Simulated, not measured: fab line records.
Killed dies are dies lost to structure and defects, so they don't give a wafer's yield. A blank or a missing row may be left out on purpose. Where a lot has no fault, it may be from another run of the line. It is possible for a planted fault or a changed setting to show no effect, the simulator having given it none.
The tool behind it: which one? :: flow gf180mcu :: 13 lots with 39 wafers sampled at 4 steps, on a route of 602 steps

## WHAT THE GAUGES READ, wafer by wafer
GF_LVPWELL_OVL_MEAS_07.
lot: L953
measured: day 4 02:29
on: overlay-02
LVPWELL_OVL (nm): 0.9 -1.2 -0.4

lot: L954
measured: day 4 07:38
on: overlay-02
LVPWELL_OVL (nm): -0.5 -0.4 0.2

lot: L955
measured: day 4 13:16
on: overlay-02
LVPWELL_OVL (nm): -1.5 -0.7 -2.7

lot: L956
measured: day 4 19:05
on: overlay-02
LVPWELL_OVL (nm): -1.2 0.1 1.6

lot: L957
measured: day 5 00:14
on: overlay-02
LVPWELL_OVL (nm): 0.4 1.5 -0.2

lot: L958
measured: day 5 08:25
on: overlay-02
LVPWELL_OVL (nm): 0.8 0.8 2.6

lot: L961
measured: day 5 22:20
on: overlay-02
LVPWELL_OVL (nm): -1.3 -1.1 -2.0

lot: L965
measured: day 6 23:08
on: overlay-01
LVPWELL_OVL (nm): 0.9 1.3 1.8

lot: L968
measured: day 7 15:59
on: overlay-01
LVPWELL_OVL (nm): 1.0 0.8 0.5

lot: L972
measured: day 8 12:46
on: overlay-01
LVPWELL_OVL (nm): -1.1 -2.1 0.8

lot: L973
measured: day 8 19:50
on: overlay-02
LVPWELL_OVL (nm): 2.7 2.1 2.0

lot: L974
measured: day 9 01:23
on: overlay-01
LVPWELL_OVL (nm): 1.3 2.0 1.1

lot: L975
measured: day 9 08:34
on: overlay-02
LVPWELL_OVL (nm): -0.9 -1.6 1.9

GF_DUAL_GATE_THK_MEAS_03.
lot: L953
measured: day 8 00:23
on: film-metro-03
DUAL_GATE_OXIDATION_00_THK (nm): 10.59 10.48 10.76

lot: L954
measured: day 8 05:18
on: film-metro-03
DUAL_GATE_OXIDATION_00_THK (nm): 10.98 11.19 11.08

lot: L955
measured: day 8 13:50
on: film-metro-04
DUAL_GATE_OXIDATION_00_THK (nm): 10.78 10.82 10.91

lot: L956
measured: day 8 22:02
on: film-metro-03
DUAL_GATE_OXIDATION_00_THK (nm): 11.04 10.88 10.88

lot: L957
measured: day 9 02:23
on: film-metro-03
DUAL_GATE_OXIDATION_00_THK (nm): 10.81 11.02 10.87

lot: L958
measured: day 9 10:38
on: film-metro-01
DUAL_GATE_OXIDATION_00_THK (nm): 10.79 10.70 10.55

lot: L961
measured: day 10 03:37
on: film-metro-03
DUAL_GATE_OXIDATION_00_THK (nm): 16.62 16.57 16.66

lot: L965
measured: day 11 08:49
on: film-metro-01
DUAL_GATE_OXIDATION_00_THK (nm): 10.61 10.75 10.73

lot: L968
measured: day 12 08:35
on: film-metro-04
DUAL_GATE_OXIDATION_00_THK (nm): 10.53 10.60 10.68

lot: L972
measured: day 13 06:47
on: film-metro-01
DUAL_GATE_OXIDATION_00_THK (nm): 11.30 11.25 11.20

lot: L973
measured: day 13 15:05
on: film-metro-01
DUAL_GATE_OXIDATION_00_THK (nm): 11.10 10.93 11.05

lot: L974
measured: day 13 21:40
on: film-metro-04
DUAL_GATE_OXIDATION_00_THK (nm): 10.48 10.64 10.46

lot: L975
measured: day 14 06:34
on: film-metro-03
DUAL_GATE_OXIDATION_00_THK (nm): 10.40 10.41 10.38

GF_DUAL_GATE_OVL_MEAS_11.
lot: L953
measured: day 8 16:47
on: overlay-02
DUAL_GATE_OVL (nm): 1.3 -1.2 0.8

lot: L954
measured: day 8 21:14
on: overlay-01
DUAL_GATE_OVL (nm): -0.1 2.4 1.3

lot: L955
measured: day 9 06:29
on: overlay-02
DUAL_GATE_OVL (nm): 1.6 1.5 2.0

lot: L956
measured: day 9 15:20
on: overlay-01
DUAL_GATE_OVL (nm): -0.9 0.3 -0.4

lot: L957
measured: day 9 20:40
on: overlay-02
DUAL_GATE_OVL (nm): 0.6 -0.7 0.7

lot: L958
measured: day 10 04:01
on: overlay-02
DUAL_GATE_OVL (nm): 0.1 0.5 -2.0

lot: L961
measured: day 10 21:46
on: overlay-02
DUAL_GATE_OVL (nm): -1.1 -0.5 0.5

lot: L965
measured: day 12 03:14
on: overlay-01
DUAL_GATE_OVL (nm): 2.0 2.8 1.9

lot: L968
measured: day 13 03:31
on: overlay-02
DUAL_GATE_OVL (nm): -0.9 -1.5 -0.7

lot: L972
measured: day 14 03:35
on: overlay-02
DUAL_GATE_OVL (nm): 0.3 -2.0 0.0

lot: L973
measured: day 14 11:46
on: overlay-02
DUAL_GATE_OVL (nm): -1.0 -1.0 -0.3

lot: L974
measured: day 14 17:42
on: overlay-02
DUAL_GATE_OVL (nm): 1.8 0.1 -0.7

lot: L975
measured: day 15 03:17
on: overlay-02
DUAL_GATE_OVL (nm): -0.6 -1.2 -1.1

## EACH LOT AND THE TOOL THAT RAN IT (in order: tool; ch and the chambers of the sampled wafers; start)
lot: L953
GF_DUAL_GATE_OXIDATION_02: furnace-02 ch 0, day 7 22:56

lot: L954
GF_DUAL_GATE_OXIDATION_02: furnace-02 ch 0, day 8 03:51

lot: L955
GF_DUAL_GATE_OXIDATION_02: furnace-01 ch 0, day 8 12:23

lot: L956
GF_DUAL_GATE_OXIDATION_02: furnace-01 ch 0, day 8 20:33

lot: L957
GF_DUAL_GATE_OXIDATION_02: furnace-01 ch 0, day 9 00:56

lot: L958
GF_DUAL_GATE_OXIDATION_02: furnace-01 ch 0, day 9 09:11

lot: L961
GF_DUAL_GATE_OXIDATION_02: furnace-01 ch 0, day 10 02:10

lot: L965
GF_DUAL_GATE_OXIDATION_02: furnace-02 ch 0, day 11 07:21

lot: L968
GF_DUAL_GATE_OXIDATION_02: furnace-02 ch 0, day 12 07:07

lot: L972
GF_DUAL_GATE_OXIDATION_02: furnace-01 ch 0, day 13 05:20

lot: L973
GF_DUAL_GATE_OXIDATION_02: furnace-01 ch 0, day 13 13:37

lot: L974
GF_DUAL_GATE_OXIDATION_02: furnace-02 ch 0, day 13 20:13

lot: L975
GF_DUAL_GATE_OXIDATION_02: furnace-02 ch 0, day 14 05:07
- GF_DUAL_GATE_OXIDATION_02: stabilise 600 s, purge 300 s, target thk 10.887 nm.

## AS READ BY THE TOOLS THEMSELVES (means over the sampled wafers that have a number; for cases with no such wafer, the mark the record gives instead)
GF_DUAL_GATE_OXIDATION_02.
lot: L953
tool: furnace-02
ox-temp-c-max: 904.6
spike-tc-bottom-C (C): 920.8
zone-power-bottom-pct (%): 28.4

lot: L954
tool: furnace-02
ox-temp-c-max: 904.6
spike-tc-bottom-C (C): 920.5
zone-power-bottom-pct (%): 28.6

lot: L955
tool: furnace-01
ox-temp-c-max: 903.1
spike-tc-bottom-C (C): 920.6
zone-power-bottom-pct (%): 25.9

lot: L956
tool: furnace-01
ox-temp-c-max: 903.4
spike-tc-bottom-C (C): 919.1
zone-power-bottom-pct (%): 26.0

lot: L957
tool: furnace-01
ox-temp-c-max: 903.0
spike-tc-bottom-C (C): 920.6
zone-power-bottom-pct (%): 25.8

lot: L958
tool: furnace-01
ox-temp-c-max: 903.3
spike-tc-bottom-C (C): 920.4
zone-power-bottom-pct (%): 26.1

lot: L961
tool: furnace-01
ox-temp-c-max: 903.1
spike-tc-bottom-C (C): 920.6
zone-power-bottom-pct (%): 26.2

lot: L965
tool: furnace-02
ox-temp-c-max: 904.6
spike-tc-bottom-C (C): 921.3
zone-power-bottom-pct (%): 28.0

lot: L968
tool: furnace-02
ox-temp-c-max: 904.9
spike-tc-bottom-C (C): 921.2
zone-power-bottom-pct (%): 28.7

lot: L972
tool: furnace-01
ox-temp-c-max: 902.6
spike-tc-bottom-C (C): 920.1
zone-power-bottom-pct (%): 25.9

lot: L973
tool: furnace-01
ox-temp-c-max: 902.7
spike-tc-bottom-C (C): 920.2
zone-power-bottom-pct (%): 25.9

lot: L974
tool: furnace-02
ox-temp-c-max: 904.4
spike-tc-bottom-C (C): 921.0
zone-power-bottom-pct (%): 28.4

lot: L975
tool: furnace-02
ox-temp-c-max: 904.3
spike-tc-bottom-C (C): 921.0
zone-power-bottom-pct (%): 28.3

## THE ANSWER, worked out from the rows above alone
Rule: usual is defined by the lots themselves. Put in order of their means at a reading, lots are off if they are a third of the lots or fewer, leave a main group of 4 or more, and stand apart from it by a gap of 3 or more times the standard deviation of the main group's means; of several such gaps the widest counts. If all means in a main group match to the digits the tables above print for the reading, that group is not used. A lot without any number at a reading at which 4 lots or more have one is off too. Any other lot the step has rows for is counted as sound. After the gauges, taken in route order, come the tools' own readings; for these a lot's mean is taken, as printed above. The first step at which some lot is off is used, and at that step the reading that is off furthest; a lot without a number counts as furthest.
Off: L961, at GF_DUAL_GATE_THK_MEAS_03 (DUAL_GATE_OXIDATION_00_THK). The main group: mean 10.80 nm, standard deviation 0.24.
A tool fits if, at a process step before that reading, it ran every lot that is off, and no sound lot after the first of them. Gauges at GF_DUAL_GATE_THK_MEAS_03: tried the same way as those tools. Not one of the candidates tried fits.

## WHAT THE SIMULATOR HAD PUT IN
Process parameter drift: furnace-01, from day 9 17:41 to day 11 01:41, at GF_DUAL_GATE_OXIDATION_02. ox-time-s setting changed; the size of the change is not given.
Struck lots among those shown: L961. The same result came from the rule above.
